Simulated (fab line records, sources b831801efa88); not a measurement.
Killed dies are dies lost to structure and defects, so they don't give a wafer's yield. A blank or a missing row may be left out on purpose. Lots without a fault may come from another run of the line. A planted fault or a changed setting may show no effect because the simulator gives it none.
Chamber matching | flow gf180mcu | GF_SAB_ETCH_11 on rie_diel-02: 4 sister chambers
The step etches SiO2 in C4F8/O2/Ar, target depth 55 nm, time 8.5 s. 16 wafers are shown with their chamber, then 8 later ones without.

WAFERS WITH THEIR CHAMBER
wafer  | chamber | oes_product_au (a.u.)
L881.2 | 3       | 1.021
L881.3 | 0       | 0.988
L881.5 | 2       | 1.006
L883.2 | 0       | 0.998
L883.3 | 1       | 1.002
L883.5 | 3       | 1.025
L886.1 | 3       | 1.018
L886.4 | 0       | 0.989
L886.6 | 3       | 1.024
L887.2 | 1       | 0.993
L887.4 | 0       | 0.990
L887.5 | 1       | 0.999
L889.1 | 0       | 0.976
L889.2 | 3       | 1.007
L889.3 | 1       | 1.000
L892.2 | 3       | 1.022

SIGNATURES (means of the wafers above)
reading        | chamber 0 | chamber 1 | chamber 2 | chamber 3 | scatter within a chamber
oes_product_au | 0.98820   | 0.99850   | 1.00600   | 1.01950   | 0.00653
Rule: a wafer's distance from a chamber is the root of the sum, over the readings, of the square of ((its reading less the chamber's mean) divided by the reading's scatter). The wafer belongs to the nearest chamber; if the next one is less than 2 further off, it can't be placed. The scatter: the root of (the sum of the squares of (reading less its chamber's mean) over the shown wafers, divided by (wafers less chambers)).

WAFERS WITHOUT THEIR CHAMBER
wafer  | oes_product_au (a.u.)
L892.3 | 0.992
L892.6 | 1.022
L894.1 | 1.010
L894.4 | 0.988
L894.6 | 0.995
L896.1 | 0.992
L896.2 | 0.999
L896.4 | 1.001

WHICH CHAMBER EACH WENT THROUGH
wafer  | from the rows above          | in truth
L892.3 | can't be placed: 0 or 1 or 2 | 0
L892.6 | 3                            | 3
L894.1 | can't be placed: 2 or 3 or 1 | 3
L894.4 | can't be placed: 0 or 1      | 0
L894.6 | can't be placed: 1 or 0 or 2 | 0
L896.1 | can't be placed: 0 or 1 or 2 | 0
L896.2 | can't be placed: 1 or 2 or 0 | 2
L896.4 | can't be placed: 1 or 2 or 0 | 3
Placed correctly: 1 of 8. Can't be placed from these rows: 7 (the true chamber is among the candidates in 6). Placed wrongly: 0.
